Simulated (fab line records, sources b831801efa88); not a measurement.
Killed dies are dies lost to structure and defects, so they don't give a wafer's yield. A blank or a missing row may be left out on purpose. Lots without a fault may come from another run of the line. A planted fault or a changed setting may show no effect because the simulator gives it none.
fab line records | flow sky130
record lots=12 wafers=36 last_day=50
route steps=708 shown VT_ADJUST_NCORE@127 VT_ADJUST_PCH@152 SONOS_TUNNEL@161 POLY_GATE@213 RES_PROTECT@214
lots that met no fault: from a run of the same line without faults
start_h: hours from the record's first day to the start of the lot's first wafer shown | wait_h: hours since the lot's step before | " the same as in the row above | L1.1+2: a row that stands for several wafers | - no value, or no start given | * or withheld: withheld | < > ~ a bound
route shown NAME@n: a module of which the file shows steps, and the number in the route of the first | usual: mean/standard deviation of fault-free wafers | same: alike in all rows | chamber/n: place in a boat | sites: the reading at each site | _std_site: their standard deviation | _edge_site: outer sites' mean less inner sites' | radius_mm: how far each site lies from the wafer's centre | mask NAME#n: copy n | behind: the tool/chamber that last shaped the wafer | hold: why the lot was held/for how many hours/how that ended | device: the transistor (n, p or np) that didn't switch | end of line: the same wafers' tests at the end of the route | a step without rows: its recipe alone | killed: dies lost to structure and defects at the first sort, not the wafer's yield | map: a wafer's dies, x killed, . not, _ none there
set.NAME: the setting as run; set.NAME@STEP: as run at that earlier step | model.NAME: the simulator's own value behind a step, which no gauge read
steps of the route over a sample of lots; a table a step, a row a wafer
services: from which hour (start_h, from the record's first day; less than 0 if before it) a tool's chamber was out of use, for how many hours, and why
## steps
# step SKY_VT_ADJUST_NCORE_OVL_MEAS_08
# usual VT_ADJUST_NCORE_OVL=1.1/1.5
# columns lot.wafer tool chamber start_h wait_h VT_ADJUST_NCORE_OVL[nm]
L660.3 overlay-02 - 192.78 0.1 0.9
L660.4 " - " " 1.6
L660.6 " - " " 0.7
L664.2 overlay-01 - 213.04 0.1 0.9
L664.4 " - " " 0.2
L664.6 " - " " -0.2
L668.2 overlay-01 - 235.83 0.1 3.0
L668.5 " - " " 1.5
L668.6 " - " " 2.8
L669.1 overlay-01 - 243.42 0.1 -0.8
L669.3 " - " " -2.5
L669.4 " - " " -1.4
L670.4 overlay-02 - 254.45 0.1 0.7
L670.5 " - " " 1.1
L670.6 " - " " 1.7
L671.1 overlay-01 - 260.08 0.1 1.0
L671.2 " - " " 0.8
L671.3 " - " " 0.4
L674.2 overlay-02 - 275.99 0.1 0.8
L674.3 " - " " -0.3
L674.5 " - " " 1.0
L675.2 overlay-02 - 283.04 0.1 0.0
L675.3 " - " " 1.8
L675.4 " - " " 0.3
L677.2 overlay-02 - 296.94 0.1 -0.2
L677.5 " - " " 0.5
L677.6 " - " " -0.1
L679.2 overlay-01 - 308.77 0.1 1.4
L679.3 " - " " 1.6
L679.6 " - " " 1.2
L682.4 overlay-01 - 335.88 0.1 0.2
L682.5 " - " " -1.0
L682.6 " - " " -1.7
L683.1 overlay-02 - 343.21 0.1 3.9
L683.3 " - " " 4.6
L683.6 " - " " 4.1
# step SKY_VT_ADJUST_PCH_STRIP_09
# recipe chemistry=O2/N2 power_w=1400 pressure_mtorr=1500 platen_temp_c=withheld o2_flow_sccm=3000 n2_flow_sccm=300 overash_fraction=0.5
# usual drypump_motor_current_A=5.8/0.41 oes_product_au=0.723/0.0043 strip_time_to_endpoint_s=36.91/0.1
# columns lot.wafer tool chamber start_h wait_h drypump_motor_current_A oes_product_au rf_hours_counter_h strip_time_to_endpoint_s
L660.3 plasma_asher-04 0 236.28 0.1 5.9 0.724 - 36.90
L660.4 " 1 " " 5.6 0.721 - 36.79
L660.6 " 1 " " 5.6 0.719 - 36.89
L664.2 plasma_asher-02 0 258.63 0.1 6.0 0.720 59 37.00
L664.4 " 1 " " 5.0 0.722 - 37.05
L664.6 " 1 " " 5.0 0.718 - 36.96
L668.2 plasma_asher-03 0 283.43 0.1 6.3 0.723 17 36.92
L668.5 " 0 " " 6.3 0.725 - 36.93
L668.6 " 1 " " 5.9 0.724 - 37.03
L669.1 plasma_asher-03 1 290.82 0.1 5.9 0.723 17 36.73
L669.3 " 1 " " 5.9 0.721 - 36.76
L669.4 " 0 " " 6.3 0.726 - 36.71
L670.4 plasma_asher-04 0 303.15 0.1 5.9 0.725 - 36.81
L670.5 " 0 " " 6.0 0.718 - 36.88
L670.6 " 1 " " 5.6 0.716 - 36.85
L671.1 plasma_asher-03 1 309.19 0.1 5.9 0.722 19 36.79
L671.2 " 0 " " 6.3 0.728 19 36.78
L671.3 " 1 " " 5.9 0.715 - 36.76
L674.2 plasma_asher-03 1 328.28 0.1 5.9 0.732 21 37.07
L674.3 " 1 " " 5.9 0.722 - 37.05
L674.5 " 1 " " 5.9 0.718 - 37.06
L675.2 plasma_asher-04 0 334.34 0.1 5.9 0.721 52 36.89
L675.3 " 0 " " 6.0 0.717 - 36.87
L675.4 " 1 " " 5.6 0.724 - 36.83
L677.2 plasma_asher-03 0 348.42 0.1 6.4 0.716 23 37.06
L677.5 " 1 " " 5.9 0.725 - 37.01
L677.6 " 0 " " 6.4 0.722 - 36.97
L679.2 plasma_asher-02 1 362.04 0.1 5.0 0.723 69 37.02
L679.3 " 1 " " 5.0 0.714 - 37.11
L679.6 " 1 " " 5.0 0.717 - 37.04
L682.4 plasma_asher-04 0 392.13 0.1 5.9 0.719 - 36.96
L682.5 " 1 " " 5.6 0.720 - 36.95
L682.6 " 0 " " 5.9 0.709 - 36.99
L683.1 plasma_asher-03 1 400.34 0.1 5.9 0.717 29 36.89
L683.3 " 0 " " 6.4 0.724 - 36.90
L683.6 " 1 " " 5.9 0.725 - 36.94
# step SKY_SONOS_TUNNEL_CD_MEAS_07
# recipe target_cd_nm=410
# usual cd_nm=410.0/2.2
# columns lot.wafer tool chamber start_h wait_h cd_nm
L660.3 cd_sem-01 - 258.82 0.1 410.8
L660.4 " - " " 411.6
L660.6 " - " " 409.0
L664.2 cd_sem-02 - 282.85 0.1 412.2
L664.4 " - " " 411.8
L664.6 " - " " 410.5
L668.2 cd_sem-01 - 308.68 0.1 409.2
L668.5 " - " " 408.5
L668.6 " - " " 406.6
L669.1 cd_sem-02 - 317.01 0.1 410.4
L669.3 " - " " 410.6
L669.4 " - " " 408.6
L670.4 cd_sem-01 - 328.77 0.1 405.9
L670.5 " - " " 407.7
L670.6 " - " " 407.3
L671.1 cd_sem-01 - 334.86 0.1 410.8
L671.2 " - " " 410.6
L671.3 " - " " 410.3
L674.2 cd_sem-02 - 354.05 0.1 410.9
L674.3 " - " " 411.6
L674.5 " - " " 407.6
L675.2 cd_sem-01 - 360.73 0.1 403.8
L675.3 " - " " 406.1
L675.4 " - " " 407.5
L677.2 cd_sem-02 - 376.08 0.1 409.7
L677.5 " - " " 408.8
L677.6 " - " " 409.0
L679.2 cd_sem-01 - 390.63 0.1 410.7
L679.3 " - " " 410.3
L679.6 " - " " 411.1
L682.4 cd_sem-02 - 420.94 0.1 411.7
L682.5 " - " " 412.4
L682.6 " - " " 411.7
L683.1 cd_sem-02 - 430.56 0.1 411.0
L683.3 " - " " 411.1
L683.6 " - " " 409.1
# step SKY_POLY_GATE_IMPLANT_02
# recipe species=P energy_kev=30 dose_cm2=7.7e+15 tilt_deg=0
# usual beam_energy_keV=29.999/0.0082 beam_on_s=31/3.9 faraday_current_uA=13760/1500
# columns lot.wafer tool chamber start_h wait_h beam_energy_keV beam_on_s faraday_current_uA
L660.3 implanter-02 0 355.69 0.1 29.989 37 11637
L660.4 " 0 " " 29.984 37 11601
L660.6 " 0 " " 30.002 38 11116
L664.2 implanter-02 0 376.22 0.1 30.007 38 11315
L664.4 " 0 " " 30.005 37 11360
L664.6 " 0 " " 29.994 39 10835
L668.2 implanter-01 0 403.72 0.1 30.005 28 14757
L668.5 " 0 " " 30.002 28 15048
L668.6 " 0 " " 30.006 27 15467
L669.1 implanter-01 0 411.28 0.1 29.983 27 15492
L669.3 " 0 " " 29.992 27 15366
L669.4 " 0 " " 30.004 27 15360
L670.4 implanter-03 0 431.20 0.1 30.007 32 13253
L670.5 " 0 " " 29.998 31 13427
L670.6 " 0 " " 29.994 31 13455
L671.1 implanter-01 0 438.34 0.1 30.001 28 14993
L671.2 " 0 " " 29.995 29 14664
L671.3 " 0 " " 30.003 28 14977
L674.2 implanter-01 0 459.20 0.1 30.020 28 15176
L674.3 " 0 " " 29.992 28 15308
L674.5 " 0 " " 30.000 28 14706
L675.2 implanter-03 0 463.37 0.1 30.007 32 13350
L675.3 " 0 " " 30.010 32 13271
L675.4 " 0 " " 29.998 32 13384
L675.2 implanter-03 0 463.69 0.3 29.986 31 13750
L675.3 " 0 " " 30.002 32 13093
L675.4 " 0 " " 29.994 31 13614
L677.2 implanter-03 0 480.70 0.1 29.992 32 13158
L677.5 " 0 " " 29.996 31 13733
L677.6 " 0 " " 30.015 31 13546
L677.2 implanter-03 0 481.02 0.3 29.986 33 12865
L677.5 " 0 " " 30.008 31 13488
L677.6 " 0 " " 29.992 33 12948
L679.2 implanter-03 0 497.28 0.1 30.007 32 13396
L679.3 " 0 " " 29.996 31 13519
L679.6 " 0 " " 30.009 31 13802
L679.2 implanter-03 0 497.60 0.3 29.990 30 13844
L679.3 " 0 " " 29.985 31 13754
L679.6 " 0 " " 29.987 32 13413
L682.4 implanter-02 0 523.70 0.1 29.994 38 11064
L682.5 " 0 " " 29.988 37 11503
L682.6 " 0 " " 29.997 38 11140
L683.1 implanter-01 0 531.28 0.1 30.010 28 14865
L683.3 " 0 " " 29.990 27 15350
L683.6 " 0 " " 30.011 28 15040
# step SKY_RES_PROTECT_STRIP_07
# recipe chemistry=O2/N2 power_w=1400 pressure_mtorr=1500 platen_temp_c=withheld o2_flow_sccm=3000 n2_flow_sccm=300 overash_fraction=0.5
# usual drypump_motor_current_A=5.9/0.5 oes_product_au=0.518/0.0048 strip_time_to_endpoint_s=23.30/0.041
# columns lot.wafer tool chamber start_h wait_h drypump_motor_current_A oes_product_au rf_hours_counter_h strip_time_to_endpoint_s
L660.3 plasma_asher-01 0 355.83 0.1 5.5 0.518 - 23.38
L660.4 " 1 " " 6.7 0.518 - 23.30
L660.6 " 1 " " 6.7 0.518 - 23.33
L664.2 plasma_asher-04 0 376.34 0.1 5.9 0.514 56 23.36
L664.4 " 0 " " 5.9 0.526 - 23.31
L664.6 " 0 " " 5.9 0.521 - 23.37
L668.2 plasma_asher-04 1 403.84 0.1 5.6 0.517 59 23.32
L668.5 " 1 " " 5.6 0.520 - 23.37
L668.6 " 0 " " 6.0 0.524 - 23.35
L669.1 plasma_asher-02 0 411.43 0.1 6.0 0.514 75 23.33
L669.3 " 1 " " 5.0 0.521 - 23.31
L669.4 " 0 " " 6.0 0.516 - 23.34
L670.4 plasma_asher-04 0 431.31 0.1 6.0 0.517 - 23.26
L670.5 " 0 " " 6.0 0.509 - 23.22
L670.6 " 1 " " 5.6 0.517 - 23.28
L671.1 plasma_asher-01 1 438.49 0.1 6.8 0.518 71 23.32
L671.2 " 0 " " 5.6 0.516 71 23.30
L671.3 " 1 " " 6.7 0.521 - 23.30
L674.2 plasma_asher-04 1 459.33 0.1 5.6 0.518 65 23.31
L674.3 " 1 " " 5.6 0.514 - 23.28
L674.5 " 0 " " 6.0 0.518 - 23.26
L675.2 plasma_asher-01 1 463.81 0.1 6.7 0.495 74 25.06
L675.3 " 1 " " 6.7 0.490 - 25.07
L675.4 " 0 " " 5.6 0.503 - 25.02
L677.2 plasma_asher-01 0 481.15 0.1 5.6 0.494 76 25.08
L677.5 " 0 " " 5.5 0.499 - 25.10
L677.6 " 1 " " 6.7 0.493 - 25.09
L679.2 plasma_asher-04 1 497.72 0.1 5.6 0.498 69 25.15
L679.3 " 0 " " 5.9 0.507 - 25.14
L679.6 " 0 " " 5.9 0.511 - 25.14
L682.4 plasma_asher-04 1 523.81 0.1 5.6 0.526 - 23.23
L682.5 " 0 " " 5.9 0.515 - 23.27
L682.6 " 1 " " 5.6 0.512 - 23.28
L683.1 plasma_asher-01 1 531.43 0.1 6.7 0.517 81 23.29
L683.3 " 1 " " 6.7 0.522 - 23.27
L683.6 " 1 " " 6.7 0.520 - 23.27
# step SKY_RES_PROTECT_TW_MEAS_08
# usual POLY_GATE_TW=4024/28
# columns lot.wafer tool chamber start_h wait_h POLY_GATE_TW
L660.3 film_metro-04 - 355.91 0.1 4015
L660.4 " - " " 4012
L660.6 " - " " 3994
L664.2 film_metro-03 - 376.45 0.1 4045
L664.4 " - " " 4035
L664.6 " - " " 4046
L668.2 film_metro-02 - 403.95 0.1 4048
L668.5 " - " " 4027
L668.6 " - " " 4036
L669.1 film_metro-02 - 411.53 0.1 3988
L669.3 " - " " 3994
L669.4 " - " " 3987
L670.4 film_metro-03 - 431.41 0.1 4011
L670.5 " - " " 4017
L670.6 " - " " 4013
L671.1 film_metro-02 - 438.59 0.1 4022
L671.2 " - " " 4051
L671.3 " - " " 4020
L674.2 film_metro-02 - 459.44 0.1 4041
L674.3 " - " " 4053
L674.5 " - " " 4051
L675.2 film_metro-02 - 463.92 0.1 4153
L675.3 " - " " 4206
L675.4 " - " " 4169
L677.2 film_metro-02 - 481.26 0.1 4168
L677.5 " - " " 4136
L677.6 " - " " 4162
L679.2 film_metro-02 - 497.83 0.1 4160
L679.3 " - " " 4141
L679.6 " - " " 4156
L682.4 film_metro-03 - 523.91 0.1 3940
L682.5 " - " " 3910
L682.6 " - " " 3957
L683.1 film_metro-04 - 531.53 0.1 3995
L683.3 " - " " 3992
L683.6 " - " " 3999
## services
# columns tool chamber start_h hours kind
implanter-01 - 238.47 2.3 repair
plasma_asher-01 - 254.36 20.7 repair
implanter-02 - 286.79 3.9 repair
plasma_asher-02 - 334.86 4.1 repair
implanter-01 - 338.16 3.8 repair
implanter-03 - 350.21 5.7 repair
implanter-01 - 354.79 5.0 repair
plasma_asher-01 - 371.14 25.5 pm
plasma_asher-01 - 405.40 0.4 repair
implanter-02 - 412.06 1.8 repair
plasma_asher-03 - 412.42 2.6 repair
implanter-02 - 416.91 2.6 repair
plasma_asher-01 - 419.84 1.1 repair
plasma_asher-02 - 421.25 9.0 pm
implanter-03 - 451.74 10.4 repair
implanter-01 - 464.85 4.3 pm
plasma_asher-01 - 468.41 0.8 repair
implanter-02 - 477.27 3.7 pm
plasma_asher-02 - 478.23 3.8 repair
plasma_asher-04 - 479.54 2.8 pm
plasma_asher-02 - 491.20 1.4 repair
implanter-02 - 498.28 13.8 repair
implanter-03 - 509.85 3.8 repair
implanter-01 - 513.02 4.2 repair
## key
first_sign step=SKY_POLY_GATE_IMPLANT_02 reading=visit direction=added
effect step=SKY_RES_PROTECT_STRIP_07 reading=strip_time_to_endpoint_s direction=up sigmas=44 usual=* struck=*
effect step=SKY_RES_PROTECT_TW_MEAS_08 reading=POLY_GATE_TW direction=up sigmas=4.9 usual=4024 struck=4161
met_at SKY_POLY_GATE_IMPLANT_02
struck_lots L675,L677,L679
rows_end L677.2,L677.5,L677.6,L679.2,L679.3,L679.6
tester_left_out L675
not_acting_at SKY_VT_ADJUST_NCORE_OVL_MEAS_08,SKY_VT_ADJUST_PCH_STRIP_09,SKY_SONOS_TUNNEL_CD_MEAS_07
fault kind=repeated_step_whole tool=implanter-01,implanter-02,implanter-03 chamber=- onset_h=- steps=SKY_POLY_GATE_IMPLANT_02 times=1 scope=struck_lots_only
# tester_left_out: of these lots the tester's yield and bins aren't shown, on N5 and GAA mostly nor the transistor test; their killed dies are dies lost to structure and defects alone, not to doping, threshold or leakage, so they don't give the yield
# rows_end: these wafers met a further fault down the route, and their rows from its step on are left out
